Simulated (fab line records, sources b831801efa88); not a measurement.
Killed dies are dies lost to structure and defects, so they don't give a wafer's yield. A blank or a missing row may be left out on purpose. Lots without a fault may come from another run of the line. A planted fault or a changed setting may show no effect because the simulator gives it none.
fab line records | flow sky130
record lots=6 wafers=18 last_day=49
route steps=708 shown VIA4@640 METAL5@661 PASSIVATION@681 PAD_OPEN@708
lots that met no fault: from a run of the same line without faults
start_h: hours from the record's first day to the start of the lot's first wafer shown | wait_h: hours since the lot's step before | " the same as in the row above | L1.1+2: a row that stands for several wafers | - no value, or no start given | * or withheld: withheld | < > ~ a bound
route shown NAME@n: a module of which the file shows steps, and the number in the route of the first | usual: mean/standard deviation of fault-free wafers | same: alike in all rows | chamber/n: place in a boat | sites: the reading at each site | _std_site: their standard deviation | _edge_site: outer sites' mean less inner sites' | radius_mm: how far each site lies from the wafer's centre | mask NAME#n: copy n | behind: the tool/chamber that last shaped the wafer | hold: why the lot was held/for how many hours/how that ended | device: the transistor (n, p or np) that didn't switch | end of line: the same wafers' tests at the end of the route | a step without rows: its recipe alone | killed: dies lost to structure and defects at the first sort, not the wafer's yield | map: a wafer's dies, x killed, . not, _ none there
set.NAME: the setting as run; set.NAME@STEP: as run at that earlier step | model.NAME: the simulator's own value behind a step, which no gauge read
lots at some steps of the route; a table a step, a row a wafer
services: from which hour (start_h, from the record's first day; less than 0 if before it) a tool's chamber was out of use, for how many hours, and why
## steps
# step SKY_VIA4_THK_MEAS_01
# recipe reads=SiO2_of_VIA4_HDPCVD_00
# usual VIA4_HDPCVD_THK=1744/19
# columns lot.wafer tool chamber start_h wait_h VIA4_HDPCVD_THK[nm]
L630.2 film_metro-03 - 1022.87 0.1 1712
L630.4 " - " " 1744
L630.6 " - " " 1734
L631.1 film_metro-02 - 1032.75 0.1 1730
L631.2 " - " " 1769
L631.5 " - " " 1737
L634.1 film_metro-02 - 1060.64 0.1 1754
L634.3 " - " " 1758
L634.4 " - " " 1742
L636.2 film_metro-01 - 1063.69 0.1 1734
L636.5 " - " " 1738
L636.6 " - " " 1743
L642.1 film_metro-01 - 1100.69 0.1 1767
L642.2 " - " " 1757
L642.3 " - " " 1769
L643.1 film_metro-03 - 1112.94 0.1 1765
L643.3 " - " " 1764
L643.4 " - " " 1755
# step SKY_VIA4_CMP_02
# recipe material=SiO2 down_force_psi=4 platen_rpm=60 pad_velocity_m_s=0.94248
# step SKY_VIA4_BOW_MEAS_03
# recipe mode=bow
# usual VIA4_BOW=78/7.6
# columns lot.wafer tool chamber start_h wait_h VIA4_BOW[um]
L630.2 film_metro-03 - 1023.24 0.3 78
L630.4 " - " " 84
L630.6 " - " " 79
L631.1 film_metro-02 - 1033.11 0.1 92
L631.2 " - " " 81
L631.5 " - " " 82
L634.1 film_metro-02 - 1061.00 0.2 83
L634.3 " - " " 84
L634.4 " - " " 88
L636.2 film_metro-03 - 1064.06 0.2 80
L636.5 " - " " 80
L636.6 " - " " 74
L642.1 film_metro-02 - 1101.05 0.1 78
L642.2 " - " " 80
L642.3 " - " " 85
L643.1 film_metro-02 - 1113.31 0.1 71
L643.3 " - " " 72
L643.4 " - " " 80
# step SKY_VIA4_DEHYDRATE_04
# recipe temp_c=200 time_s=60
# step SKY_VIA4_HMDS_05
# recipe prime_time_s=60 prime_temp_c=120
# step SKY_VIA4_COAT_06
# recipe resist=NOVOLAK spin_rpm=3000 resist_thk_nm=1140
# step SKY_VIA4_SOFTBAKE_07
# recipe temp_c=90 time_s=60 resist=NOVOLAK
# step SKY_VIA4_EXPOSE_08
# recipe mask_id=VIM4 na=0.6 source_shape=conventional sigma_outer=0.6 polarization=unpolarized target_cd_nm=800 dose_mj=132
# step SKY_VIA4_PEB_09
# recipe temp_c=withheld time_s=* resist=NOVOLAK
# step SKY_VIA4_DEVELOP_10
# recipe resist=NOVOLAK developer=TMAH develop_time_s=60 dev_temp_c=23
# step SKY_VIA4_OVL_MEAS_11
# usual VIA4_OVL=-0.2/1.3
# columns lot.wafer tool chamber start_h wait_h VIA4_OVL[nm]
L630.2 overlay-01 - 1045.46 0.1 -3.7
L630.4 " - " " -0.5
L630.6 " - " " -1.4
L631.1 overlay-01 - 1055.20 0.1 -2.4
L631.2 " - " " -0.6
L631.5 " - " " -2.5
L634.1 overlay-01 - 1081.66 0.1 0.1
L634.3 " - " " -0.8
L634.4 " - " " 1.2
L636.2 overlay-01 - 1084.42 0.1 -0.4
L636.5 " - " " -0.5
L636.6 " - " " -2.6
L642.1 overlay-01 - 1115.37 0.1 -0.2
L642.2 " - " " -0.2
L642.3 " - " " -0.7
L643.1 overlay-01 - 1127.66 0.1 -0.9
L643.3 " - " " -2.1
L643.4 " - " " -1.8
# step SKY_VIA4_ETCH_12
# recipe target=SiO2 chemistry=C4F8/O2/Ar stop_on=TiN mask_material=NOVOLAK source_w=1500 bias_w=1200 pressure_mtorr=40 c4f8_flow_sccm=withheld O2_flow_sccm=6 Ar_flow_sccm=300 time_s=withheld target_depth_a=5800
# step SKY_VIA4_STRIP_13
# recipe chemistry=O2/N2 power_w=1400 pressure_mtorr=1500 platen_temp_c=withheld o2_flow_sccm=3000 n2_flow_sccm=300 overash_fraction=0.5
# usual drypump_motor_current_A=5.5/0.41 oes_product_au=0.710/0.0046 strip_time_to_endpoint_s=12.799/0.026
# same overash_fraction=0.5
# columns lot.wafer tool chamber start_h wait_h drypump_motor_current_A oes_product_au rf_hours_counter_h strip_time_to_endpoint_s
L630.2 plasma_asher-03 0 1045.56 - 5.0 0.716 120 12.811
L630.4 " 0 " " 5.0 0.704 - 12.827
L630.6 " 1 " " 5.4 0.719 - 12.792
L631.1 plasma_asher-01 0 1055.31 - 5.4 0.715 86 12.775
L631.2 " 1 " " 5.7 0.712 86 12.770
L631.5 " 1 " " 5.7 0.708 - 12.824
L634.1 plasma_asher-01 1 1081.77 - 5.7 0.708 89 12.811
L634.3 " 0 " " 5.3 0.709 - 12.774
L634.4 " 1 " " 5.7 0.709 - 12.793
L636.2 plasma_asher-04 1 1084.52 - 5.0 0.707 29 12.831
L636.5 " 0 " " 6.3 0.708 - 12.812
L636.6 " 1 " " 5.0 0.713 - 12.857
L642.1 plasma_asher-01 1 1115.48 - 5.7 0.712 93 12.807
L642.2 " 0 " " 5.4 0.710 93 12.786
L642.3 " 1 " " 5.7 0.701 - 12.846
L643.1 plasma_asher-01 0 1127.77 - 5.4 0.714 94 12.788
L643.3 " 0 " " 5.4 0.710 - 12.774
L643.4 " 1 " " 5.7 0.720 - 12.750
# step SKY_VIA4_STRIP_14
# recipe chemistry=post_etch_residue_remover time_s=1200 temp_c=72.5
# step SKY_VIA4_CLEAN_15
# recipe chemistry=IPA time_s=180 temp_c=25
# step SKY_VIA4_CLEAN_16
# recipe chemistry=O3/DIW dry=n2_spin
# step SKY_VIA4_SPUTTER_17
# recipe material=TiN target_thk_nm=20 chamber_pressure_pa=5 power_w=4000 time_s=80
# usual throttle_valve_pct=29.9/0.9
# columns lot.wafer tool chamber start_h wait_h throttle_valve_pct
L630.2 pvd_sputter-02 - 1046.15 0.0 31.9
L630.4 " - " " 29.0
L630.6 " - " " 29.8
L631.1 pvd_sputter-03 - 1055.93 0.0 28.6
L631.2 " - " " 29.2
L631.5 " - " " 29.4
L634.1 pvd_sputter-04 - 1082.36 0.0 29.7
L634.3 " - " " 30.4
L634.4 " - " " 30.6
L636.2 pvd_sputter-03 - 1085.15 0.0 28.5
L636.5 " - " " 29.5
L636.6 " - " " 30.3
L642.1 pvd_sputter-03 - 1116.86 0.0 29.6
L642.2 " - " " 28.4
L642.3 " - " " 30.4
L643.1 pvd_sputter-03 - 1128.80 0.0 29.4
L643.3 " - " " 30.1
L643.4 " - " " 28.8
# step SKY_VIA4_CVD_18
# recipe material=W target_thk_nm=505 time_s=152.14 temp_c=400 pressure_torr=40
# step SKY_VIA4_RS_MEAS_19
# recipe thk_meas_gauge=four-point-probe reads=W_of_VIA4_CVD_18+TiN_of_VIA4_SPUTTER_17
# usual VIA4_W_RS=0.2265/0.0021
# columns lot.wafer tool chamber start_h wait_h VIA4_W_RS[ohm/sq]
L630.2 film_metro-02 - 1046.38 0.1 0.2229
L630.4 " - " " 0.2243
L630.6 " - " " 0.2247
L631.1 film_metro-01 - 1056.14 0.1 0.2270
L631.2 " - " " 0.2239
L631.5 " - " " 0.2243
L634.1 film_metro-02 - 1082.58 0.1 0.2217
L634.3 " - " " 0.2271
L634.4 " - " " 0.2251
L636.2 film_metro-02 - 1085.38 0.1 0.2267
L636.5 " - " " 0.2265
L636.6 " - " " 0.2227
L642.1 film_metro-01 - 1117.21 0.2 0.2285
L642.2 " - " " 0.2261
L642.3 " - " " 0.2278
L643.1 film_metro-03 - 1129.01 0.1 0.2288
L643.3 " - " " 0.2311
L643.4 " - " " 0.2293
# step SKY_VIA4_THK_MEAS_20
# recipe thk_meas_gauge=xrf reads=W_of_VIA4_CVD_18
# usual VIA4_W_THK=503/5.4
# columns lot.wafer tool chamber start_h wait_h VIA4_W_THK[nm]
L630.2 film_metro-02 - 1046.49 0.1 509
L630.4 " - " " 505
L630.6 " - " " 502
L631.1 film_metro-01 - 1056.26 0.1 504
L631.2 " - " " 508
L631.5 " - " " 508
L634.1 film_metro-02 - 1082.70 0.1 512
L634.3 " - " " 497
L634.4 " - " " 503
L636.2 film_metro-02 - 1085.49 0.1 496
L636.5 " - " " 501
L636.6 " - " " 511
L642.1 film_metro-01 - 1117.33 0.1 503
L642.2 " - " " 509
L642.3 " - " " 502
L643.1 film_metro-03 - 1129.13 0.1 504
L643.3 " - " " 492
L643.4 " - " " 497
# step SKY_VIA4_CMP_21
# recipe stop_on=SiO2 t_overpolish_s=25 down_force_psi=3.5 platen_rpm=60 target_thk_nm=0 pad_velocity_m_s=0.94248
# step SKY_METAL5_SPUTTER_00
# recipe material=Ti target_thk_nm=15 power_w=3000 time_s=10 chamber_pressure_pa=0.4
# usual throttle_valve_pct=30.0/1
# columns lot.wafer tool chamber start_h wait_h throttle_valve_pct
L630.2 pvd_sputter-01 - 1046.97 0.2 28.1
L630.4 " - " " 28.6
L630.6 " - " " 29.2
L631.1 pvd_sputter-04 - 1056.62 0.2 31.4
L631.2 " - " " 30.4
L631.5 " - " " 29.8
L634.1 pvd_sputter-02 - 1083.06 0.1 29.6
L634.3 " - " " 31.3
L634.4 " - " " 32.0
L636.2 pvd_sputter-04 - 1085.97 0.2 31.1
L636.5 " - " " 30.5
L636.6 " - " " 31.2
L642.1 pvd_sputter-04 - 1118.48 0.1 29.5
L642.2 " - " " 30.6
L642.3 " - " " 29.7
L643.1 pvd_sputter-04 - 1129.49 0.1 29.4
L643.3 " - " " 30.6
L643.4 " - " " 31.3
# step SKY_METAL5_SPUTTER_01
# recipe material=TiN target_thk_nm=20 power_w=6500 time_s=16.7 chamber_pressure_pa=0.4
# usual throttle_valve_pct=30.0/1
# columns lot.wafer tool chamber start_h wait_h throttle_valve_pct
L630.2 pvd_sputter-01 - 1047.00 0.0 27.9
L630.4 " - " " 28.6
L630.6 " - " " 29.2
L631.1 pvd_sputter-04 - 1056.65 0.0 31.1
L631.2 " - " " 30.6
L631.5 " - " " 29.6
L634.1 pvd_sputter-02 - 1083.08 0.0 29.8
L634.3 " - " " 31.3
L634.4 " - " " 32.2
L636.2 pvd_sputter-04 - 1085.99 0.0 31.3
L636.5 " - " " 30.6
L636.6 " - " " 31.0
L642.1 pvd_sputter-04 - 1118.50 0.0 29.6
L642.2 " - " " 30.6
L642.3 " - " " 29.7
L643.1 pvd_sputter-04 - 1129.52 0.0 29.5
L643.3 " - " " 30.7
L643.4 " - " " 31.2
# step SKY_METAL5_SPUTTER_02
# recipe material=AlCu target_thk_nm=1150 power_w=10600 time_s=61.2 chamber_pressure_pa=0.4
# step SKY_METAL5_SPUTTER_03
# recipe material=Ti target_thk_nm=5 power_w=3000 time_s=3.3 chamber_pressure_pa=0.4
# step SKY_METAL5_SPUTTER_04
# recipe material=TiN target_thk_nm=70 power_w=6500 time_s=58.3 chamber_pressure_pa=0.4
# usual throttle_valve_pct=29.9/1
# columns lot.wafer tool chamber start_h wait_h throttle_valve_pct
L630.2 pvd_sputter-01 - 1047.09 0.0 28.0
L630.4 " - " " 28.4
L630.6 " - " " 29.4
L631.1 pvd_sputter-04 - 1056.74 0.0 31.2
L631.2 " - " " 30.7
L631.5 " - " " 29.7
L634.1 pvd_sputter-02 - 1083.17 0.0 29.7
L634.3 " - " " 31.0
L634.4 " - " " 32.1
L636.2 pvd_sputter-04 - 1086.09 0.0 31.2
L636.5 " - " " 30.6
L636.6 " - " " 30.9
L642.1 pvd_sputter-04 - 1118.60 0.0 29.5
L642.2 " - " " 30.3
L642.3 " - " " 29.8
L643.1 pvd_sputter-04 - 1129.61 0.0 29.6
L643.3 " - " " 30.6
L643.4 " - " " 31.1
# step SKY_METAL5_RS_MEAS_05
# recipe thk_meas_gauge=four-point-probe reads=TiN_of_METAL5_SPUTTER_04+Ti_of_METAL5_SPUTTER_03+AlCu_of_METAL5_SPUTTER_02+TiN_of_METAL5_SPUTTER_01+Ti_of_METAL5_SPUTTER_00
# usual METAL5_ALCU_RS=0.0271/0.00038
# columns lot.wafer tool chamber start_h wait_h METAL5_ALCU_RS[ohm/sq]
L630.2 film_metro-02 - 1047.16 0.0 0.0274
L630.4 " - " " 0.0275
L630.6 " - " " 0.0274
L631.1 film_metro-01 - 1056.79 0.0 0.0275
L631.2 " - " " 0.0276
L631.5 " - " " 0.0270
L634.1 film_metro-02 - 1083.22 0.0 0.0265
L634.3 " - " " 0.0272
L634.4 " - " " 0.0267
L636.2 film_metro-01 - 1086.16 0.0 0.0267
L636.5 " - " " 0.0270
L636.6 " - " " 0.0267
L642.1 film_metro-02 - 1118.65 0.0 0.0269
L642.2 " - " " 0.0269
L642.3 " - " " 0.0266
L643.1 film_metro-04 - 1129.66 0.0 0.0277
L643.3 " - " " 0.0279
L643.4 " - " " 0.0279
# step SKY_METAL5_THK_MEAS_06
# recipe thk_meas_gauge=xrf reads=AlCu_of_METAL5_SPUTTER_02
# usual METAL5_ALCU_THK=1143/18
# columns lot.wafer tool chamber start_h wait_h METAL5_ALCU_THK[nm]
L630.2 film_metro-02 - 1047.27 0.1 1137
L630.4 " - " " 1134
L630.6 " - " " 1134
L631.1 film_metro-01 - 1056.91 0.1 1116
L631.2 " - " " 1108
L631.5 " - " " 1135
L634.1 film_metro-02 - 1083.34 0.1 1171
L634.3 " - " " 1150
L634.4 " - " " 1166
L636.2 film_metro-01 - 1086.27 0.1 1154
L636.5 " - " " 1143
L636.6 " - " " 1153
L642.1 film_metro-02 - 1118.77 0.1 1160
L642.2 " - " " 1159
L642.3 " - " " 1175
L643.1 film_metro-04 - 1129.78 0.1 1117
L643.3 " - " " 1120
L643.4 " - " " 1110
# step SKY_METAL5_DEHYDRATE_07
# recipe temp_c=200 time_s=60
# step SKY_METAL5_HMDS_08
# recipe prime_time_s=60 prime_temp_c=120
# step SKY_METAL5_COAT_09
# recipe resist=NOVOLAK spin_rpm=3000 resist_thk_nm=1800
# step SKY_METAL5_SOFTBAKE_10
# recipe temp_c=90 time_s=60 resist=NOVOLAK
# step SKY_METAL5_EXPOSE_11
# recipe mask_id=MM5 na=0.6 source_shape=conventional sigma_outer=0.6 polarization=unpolarized target_cd_nm=1600 dose_mj=190
# step SKY_METAL5_PEB_12
# recipe temp_c=withheld time_s=* resist=NOVOLAK
# step SKY_METAL5_DEVELOP_13
# recipe resist=NOVOLAK developer=TMAH develop_time_s=60 dev_temp_c=23
# step SKY_METAL5_DESCUM_14
# recipe chemistry=O2 source_power_w=150 bias_power_w=0 pressure_mtorr=10 temp_c=40 time_s=11
# step SKY_METAL5_METAL_ETCH_15
# recipe target_depth_a=12600 stop_on=SiO2 over_etch_frac=0.2 time_s=252 chemistry=Cl2/BCl3 resist_sidewall_deg=86 pressure_mtorr=10 icp_w=900 bias_w=48.5 Cl2_flow_sccm=60 bcl3_flow_sccm=30
# usual drypump_motor_current_A=5.81/0.26 mfc_cl2_sccm=60.01/0.18 oes_product_au=0.894/0.0046 throttle_valve_pct=22.265/0.0099
# columns lot.wafer tool chamber start_h wait_h drypump_motor_current_A mfc_cl2_sccm oes_product_au rf_hours_counter_h throttle_valve_pct
L630.2 rie_metal-04 0 1068.08 0.0 6.15 60.01 0.909 17 22.279
L630.4 " 0 " " 6.16 59.87 0.899 - 22.250
L630.6 " 1 " " 5.35 59.89 0.891 - 22.267
L631.1 rie_metal-03 1 1077.88 0.0 5.70 60.07 0.899 11 22.267
L631.2 " 0 " " 5.77 60.15 0.885 9 22.268
L631.5 " 1 " " 5.71 60.25 0.895 - 22.279
L634.1 rie_metal-04 0 1103.25 0.0 6.19 59.98 0.899 19 22.242
L634.3 " 0 " " 6.18 60.06 0.902 - 22.262
L634.4 " 1 " " 5.34 59.79 0.890 - 22.277
L636.2 rie_metal-03 0 1105.53 0.0 5.75 60.07 0.896 11 22.278
L636.5 " 1 " " 5.67 59.81 0.899 - 22.271
L636.6 " 0 " " 5.74 59.94 0.897 - 22.263
L642.1 rie_metal-03 0 1136.70 0.0 5.78 59.97 0.898 14 22.265
L642.2 " 1 " " 5.73 60.23 0.894 16 22.275
L642.3 " 0 " " 5.77 60.18 0.894 - 22.269
L643.1 rie_metal-03 0 1147.57 0.0 5.77 60.06 0.892 15 22.252
L643.3 " 0 " " 5.75 59.99 0.889 - 22.258
L643.4 " 1 " " 5.70 59.99 0.890 - 22.256
# step SKY_METAL5_STRIP_16
# recipe chemistry=O2/N2 power_w=1400 pressure_mtorr=1500 platen_temp_c=withheld o2_flow_sccm=3000 n2_flow_sccm=300 overash_fraction=0.5
# step SKY_METAL5_STRIP_17
# recipe chemistry=post_etch_residue_remover time_s=1200 temp_c=72.5
# step SKY_METAL5_CLEAN_18
# recipe chemistry=IPA time_s=180 temp_c=25
# step SKY_METAL5_CLEAN_19
# recipe chemistry=O3/DIW dry=n2_spin
# step SKY_PASSIVATION_CVD_00
# recipe material=SiO2 target_thk_nm=90 temp_c=400 time_s=withheld rf_w=600
# step SKY_PAD_OPEN_PROBE_99
# usual defect_limited_yield=82.4/1.8 killed_at_M0_to_M3=44/6.4 killed_at_M4_up=3.6/2.1 killed_at_contacts=23/5.1 killed_at_front_end=15/4.3 killed_at_other=0.3/0.56 killed_dies=86/9 killed_open=47/6.4 killed_short=39/5.8 sort_bin_3_pad_short=0.8/0.46 sort_bin_5_function=10.4/1.4 sort_bin_6_memory=6.4/1.1 sort_n_pass=406/9 sort_yield_pct=82.4/1.8
# same gross_dies=492 killed_at_back_side=0 sort_bin_4_leakage[%]=0 sort_bin_8_speed[%]=0
# columns lot.wafer tool chamber start_h wait_h defect_limited_yield[%] killed_at_M0_to_M3 killed_at_M4_up killed_at_contacts killed_at_front_end killed_at_other killed_dies killed_open killed_short sort_bin_3_pad_short[%] sort_bin_5_function[%] sort_bin_6_memory[%] sort_n_pass sort_yield_pct[%] model.etest.tester.sort_n_pass model.etest.tester.sort_yield_pct model.etest.tester.sort_bin_5_pct model.etest.tester.sort_bin_3_pct
L630.2 prober-02 - 1112.98 0.1 80.1 48 2 32 15 1 98 64 33 0.8 11.6 7.5 394 80.1 394 80.08 11.59 0.813
L630.4 prober-02 - 1113.08 0.2 80.9 43 3 22 25 1 94 49 45 0.8 12.0 6.3 398 80.9 398 80.89 11.99 0.813
L630.6 prober-02 - 1113.18 0.2 84.6 34 0 23 18 1 76 44 32 0.4 10.6 4.5 416 84.6 416 84.55 10.57 0.4065
L631.1 prober-01 - 1119.33 0.1 83.1 47 4 18 13 1 83 45 38 0.6 10.4 5.9 409 83.1 409 83.13 10.37 0.6098
L631.2 prober-01 - 1119.38 0.1 82.3 41 4 31 11 0 87 52 35 1.6 9.8 6.3 405 82.3 405 82.32 9.756 1.626
L631.5 prober-01 - 1119.53 0.2 83.9 37 2 27 13 0 79 43 36 0.4 10.0 5.7 413 83.9 413 83.94 9.959 0.4065
L634.1 prober-02 - 1137.23 0.1 83.1 46 6 25 6 0 83 42 41 1.2 9.8 5.9 409 83.1 409 83.13 9.756 1.22
L634.3 prober-02 - 1137.33 0.2 81.9 54 1 23 11 0 89 50 39 1.2 11.6 5.3 403 81.9 403 81.91 11.59 1.22
L634.4 prober-02 - 1137.38 0.2 82.9 43 5 24 12 0 84 46 38 0.6 9.6 6.9 408 82.9 408 82.93 9.553 0.6098
L636.2 prober-02 - 1140.88 0.1 85.0 41 3 20 10 0 74 37 37 0.4 9.8 4.9 418 85.0 418 84.96 9.756 0.4065
L636.5 prober-02 - 1141.03 0.2 81.5 39 2 37 12 1 91 54 37 0 11.2 7.3 401 81.5 401 81.5 11.18 0
L636.6 prober-02 - 1141.08 0.2 82.5 34 11 26 15 0 86 44 42 0 11.2 6.3 406 82.5 406 82.52 11.18 0
L642.1 prober-02 - 1175.93 0.1 75.4 55 40 12 14 0 121 43 44 3.0 13.2 8.3 371 75.4 371 75.41 13.21 3.049
L642.2 prober-02 - 1175.98 0.1 76.6 37 42 19 17 0 115 39 35 3.5 13.4 6.5 377 76.6 377 76.63 13.41 3.455
L642.3 prober-02 - 1176.03 0.2 79.5 44 38 14 5 0 101 34 32 2.4 11.8 6.3 391 79.5 391 79.47 11.79 2.439
L643.1 prober-01 - 1185.11 0.1 76.2 26 46 25 20 0 117 34 38 2.2 15.9 5.7 375 76.2 375 76.22 15.85 2.236
L643.3 prober-01 - 1185.21 0.2 72.8 45 47 23 19 0 134 48 40 2.0 16.9 8.3 358 72.8 358 72.76 16.87 2.033
L643.4 prober-01 - 1185.26 0.2 71.5 50 38 30 22 0 140 54 49 1.6 19.5 7.3 352 71.5 352 71.54 19.51 1.626
# killed by level:class
L630.2 VIA1:geometric_particle:open=15 CONTACT:geometric_particle:open=13 LI_CONTACT:geometric_particle:open=9 FIELD_ISO:geometric_particle:open=6 VIA3:geometric_particle:open=6 METAL2:geometric_particle:short=5 VIA2:geometric_particle:open=5 FIELD_ISO:geometric_particle:short=4
L630.4 VIA1:geometric_particle:open=10 METAL2:geometric_particle:short=10 LI_CONTACT:geometric_particle:open=8 FIELD_ISO:geometric_particle:open=7 FIELD_ISO:geometric_particle:short=6 CONTACT:geometric_particle:open=5 VIA2:geometric_particle:open=5 POLY_GATE:geometric_particle:open=4
L630.6 LI_CONTACT:geometric_particle:open=7 CONTACT:geometric_particle:open=7 VIA1:geometric_particle:short=7 VIA1:geometric_particle:open=6 VIA2:geometric_particle:open=5 FIELD_ISO:geometric_particle:open=4 POLY_GATE:geometric_particle:open=4 LOCAL_INTERCONNECT:geometric_particle:short=4
L631.1 VIA1:geometric_particle:open=12 METAL1:geometric_particle:short=7 VIA2:geometric_particle:open=6 LI_CONTACT:geometric_particle:open=5 CONTACT:geometric_particle:short=5 VIA2:geometric_particle:short=5 LI_CONTACT:geometric_particle:short=4 VIA3:geometric_particle:open=4
L631.2 CONTACT:geometric_particle:open=12 VIA1:geometric_particle:open=12 LI_CONTACT:geometric_particle:open=8 VIA2:geometric_particle:open=6 METAL2:geometric_particle:short=5 LOCAL_INTERCONNECT:geometric_particle:short=4 VIA3:geometric_particle:open=4 VIA1:geometric_particle:short=4
L631.5 VIA1:geometric_particle:open=15 CONTACT:geometric_particle:open=11 LOCAL_INTERCONNECT:geometric_particle:short=7 LI_CONTACT:geometric_particle:open=5 VIA2:geometric_particle:short=5 FIELD_ISO:geometric_particle:open=4 POLY_GATE:geometric_particle:short=4 VIA1:geometric_particle:short=4
L634.1 VIA1:geometric_particle:short=9 VIA1:geometric_particle:open=7 LI_CONTACT:geometric_particle:open=6 CONTACT:geometric_particle:open=6 CONTACT:geometric_particle:short=6 VIA3:geometric_particle:short=6 VIA2:geometric_particle:open=6 VIA3:geometric_particle:open=6
L634.3 VIA1:geometric_particle:open=14 CONTACT:geometric_particle:open=9 VIA3:geometric_particle:open=9 CONTACT:geometric_particle:short=7 VIA2:geometric_particle:open=7 METAL1:geometric_particle:short=6 VIA1:geometric_particle:short=5 FIELD_ISO:geometric_particle:short=4
L634.4 VIA1:geometric_particle:open=12 CONTACT:geometric_particle:open=11 LOCAL_INTERCONNECT:geometric_particle:short=6 METAL4:geometric_particle:short=5 VIA1:geometric_particle:short=5 METAL2:geometric_particle:short=5 VIA3:geometric_particle:open=4 VIA2:geometric_particle:short=4
L636.2 CONTACT:geometric_particle:open=10 METAL1:geometric_particle:short=8 VIA1:geometric_particle:open=6 VIA3:geometric_particle:open=6 VIA2:geometric_particle:open=5 POLY_GATE:geometric_particle:open=4 LI_CONTACT:geometric_particle:open=4 METAL3:geometric_particle:short=4
L636.5 CONTACT:geometric_particle:open=15 LI_CONTACT:geometric_particle:open=11 VIA1:geometric_particle:open=8 CONTACT:geometric_particle:short=7 METAL2:geometric_particle:short=6 VIA2:geometric_particle:open=5 METAL3:geometric_particle:short=5 POLY_GATE:geometric_particle:short=4
L636.6 LI_CONTACT:geometric_particle:open=11 VIA1:geometric_particle:open=9 METAL4:geometric_particle:short=9 POLY_GATE:geometric_particle:open=6 METAL2:geometric_particle:short=6 CONTACT:geometric_particle:short=5 VIA2:geometric_particle:open=5 VIA3:geometric_particle:open=4
L642.1 VIA4:unspecified=34 VIA1:geometric_particle:open=17 VIA1:geometric_particle:short=9 CONTACT:geometric_particle:open=6 METAL2:geometric_particle:short=6 VIA3:geometric_particle:open=6 METAL4:geometric_particle:short=6 FIELD_ISO:geometric_particle:open=4
L642.2 VIA4:unspecified=41 METAL1:geometric_particle:short=9 CONTACT:geometric_particle:open=8 VIA1:geometric_particle:open=5 VIA1:geometric_particle:short=5 POLY_GATE:geometric_particle:open=4 POLY_GATE:geometric_particle:short=4 LI_CONTACT:geometric_particle:open=4
L642.3 VIA4:unspecified=35 VIA1:geometric_particle:open=12 METAL1:geometric_particle:short=7 METAL2:geometric_particle:short=6 CONTACT:geometric_particle:open=6 LI_CONTACT:geometric_particle:open=5 VIA2:geometric_particle:open=5 VIA1:geometric_particle:short=4
L643.1 VIA4:unspecified=45 CONTACT:geometric_particle:open=7 LOCAL_INTERCONNECT:geometric_particle:short=6 CONTACT:geometric_particle:short=6 FIELD_ISO:geometric_particle:open=5 VIA3:geometric_particle:short=5 POLY_GATE:geometric_particle:short=4 VIA1:geometric_particle:open=4
L643.3 VIA4:unspecified=45 VIA3:geometric_particle:open=10 METAL2:geometric_particle:short=9 CONTACT:geometric_particle:open=8 VIA1:geometric_particle:open=7 FIELD_ISO:geometric_particle:short=6 LI_CONTACT:geometric_particle:open=5 FIELD_ISO:geometric_particle:open=4
L643.4 VIA4:unspecified=37 CONTACT:geometric_particle:open=12 VIA2:geometric_particle:open=10 VIA1:geometric_particle:open=8 VIA3:geometric_particle:open=8 LOCAL_INTERCONNECT:geometric_particle:short=7 FIELD_ISO:geometric_particle:short=6 METAL2:geometric_particle:short=6
# map L642.1 (x killed, . not)
__________.....xx..._________
________...x...x.x...._______
______.......x......x..._____
_____.x...x.....xx.......____
____.........x...x..x.....___
___.......xx............x..__
__.xx.......x............x.._
_x......xx............x.x....
_..x........x......x.x.x.....
_.....x........x.x...x.x.x...
_........x.......x.....x.x..x
_.x..xx.........x.........x..
_...x......xx.xx......x......
_.......x..x.xx..............
_...x...x.x.x......xx..x.....
__..........x.............xx_
___...xxx..x..........xx...__
____x..xxxxxxxx...xxxx....___
_____..xxxxxxxxx......x..____
______.xxxxxxx..x...xx.._____
________xxxxxxxx......_______
__________xxxxx..xx._________
# map L643.4 (x killed, . not)
__________x..xx....._________
________..x......x..x._______
______x.x...x..........._____
_____................x.x.____
____.x..x.............x.xx___
___.x..x...x...x...x.x..xx.__
__...xxx......x.xx.x....x..._
_x..x.....xx..........x.x.x.x
_.xx....x..............x.xx..
_..x.x.....x.x......x.x......
_..x..x......x...x..x......x.
_..x.......xx..........x.x...
_.x..x.x..................x..
_...........x..x........x..x.
_.....x....x....x............
__x.....xxxxxx....x........._
___.xx....xx.x...xx..xx....__
____..x..xxxxxxxx..x....xx___
_____...xxxxxxx.x.x..x...____
______xxxxxxxxx.xxx....._____
________xxxxxxxx.x...._______
__________xxxxx..x.._________
## services
# columns tool chamber start_h hours kind
plasma_asher-04 - 1038.58 14.6 pm
plasma_asher-03 - 1047.83 11.6 repair
pvd_sputter-03 - 1051.00 1.7 repair
pvd_sputter-04 - 1058.00 7.9 repair
plasma_asher-03 - 1059.46 9.0 pm
plasma_asher-03 0 1059.46 9.0 vent_cycle
plasma_asher-03 1 1059.46 9.0 vent_cycle
pvd_sputter-01 1 1063.38 - consumable_replace:kit
pvd_sputter-01 1 1063.38 18.0 scheduled_down
pvd_sputter-01 1 1063.38 18.0 vent_cycle
plasma_asher-03 0 1068.46 - clean
plasma_asher-03 1 1068.46 - clean
pvd_sputter-03 0 1072.52 - consumable_replace:kit
pvd_sputter-03 0 1072.52 18.0 scheduled_down
pvd_sputter-03 0 1072.52 18.0 vent_cycle
pvd_sputter-04 1 1075.65 - consumable_replace:kit
pvd_sputter-04 1 1075.65 18.0 scheduled_down
pvd_sputter-04 1 1075.65 18.0 vent_cycle
pvd_sputter-04 - 1088.79 6.6 repair
pvd_sputter-03 - 1100.34 3.4 repair
rie_metal-04 1 1134.60 1.8 repair
pvd_sputter-03 - 1141.90 1.4 repair
## key
first_sign step=SKY_PAD_OPEN_PROBE_99 reading=killed_at_M4_up direction=up sigmas=18 usual=3.6 struck=41.8
effect step=SKY_PAD_OPEN_PROBE_99 reading=defect_limited_yield direction=down sigmas=3.9 usual=82.4 struck=75.3
model_effect step=SKY_PAD_OPEN_PROBE_99 value=etest.tester.sort_n_pass without=405.3 struck=370.7
met_at SKY_VIA4_STRIP_13
struck_wafers L642.1,L642.2,L642.3,L643.1,L643.3,L643.4
onset_between 1081.77 1115.48
also_fits time
fault kind=chamber_particle_source tool=plasma_asher-01 chamber=- onset_h=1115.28 steps=SKY_VIA4_STRIP_13 rate_per_visit_cm2=0.49745 end_h=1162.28
